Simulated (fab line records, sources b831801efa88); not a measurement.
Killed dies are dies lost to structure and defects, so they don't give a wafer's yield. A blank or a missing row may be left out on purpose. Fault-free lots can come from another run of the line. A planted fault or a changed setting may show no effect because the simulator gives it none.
The tool behind it: which one?    flow sky130    6 lots with 18 wafers sampled at 2 steps, on a route of 708 steps

## WHAT THE GAUGES READ, wafer by wafer
SKY_VIA2_OVL_MEAS_13.
lot   measured      on          VIA2_OVL (nm)
L978  day 38 02:50  overlay-02  -6 -9 -3
L981  day 38 15:28  overlay-02  -8 -11 -2
L989  day 41 06:08  overlay-01  8 2 -1
L991  day 42 00:32  overlay-01  -5 -1 -2
L994  day 42 11:13  overlay-01  1 8 1
L995  day 42 15:53  overlay-01  0 8 3

## WHICH TOOL RAN EACH LOT (tool, then ch and the chambers of the sampled wafers, then the start)
lot   SKY_VIA2_CMP_02
L978  cmp-02 ch 1,2,3, day 37 00:17
L981  cmp-02 ch 0,3, day 37 12:40
L989  cmp-01 ch 0,1, day 40 03:34
L991  cmp-02 ch 0,3, day 41 00:53
L994  cmp-01 ch 2,3, day 41 11:40
L995  cmp-01 ch 0,1,2, day 41 16:34
- SKY_VIA2_CMP_02: polishes SiO2.

## THE ANSWER, worked out from the rows above alone
Rule: the usual values come from the lots themselves. Put in order of their means at a reading, lots are off if they are a third of the lots or fewer, leave a main group of 4 or more, and stand apart from it by a gap of 3 or more times the standard deviation of the main group's means; of several such gaps the widest counts. The tables above print the reading to a certain number of digits; a main group whose means all agree to those digits is not used. A lot without any number at a reading at which 4 lots or more have one is off too. Where the step has rows for the other lots, those lots are counted as sound.
No lot is off on any of the readings shown, so nothing can be concluded from this.

## WHAT THE SIMULATOR HAD PUT IN
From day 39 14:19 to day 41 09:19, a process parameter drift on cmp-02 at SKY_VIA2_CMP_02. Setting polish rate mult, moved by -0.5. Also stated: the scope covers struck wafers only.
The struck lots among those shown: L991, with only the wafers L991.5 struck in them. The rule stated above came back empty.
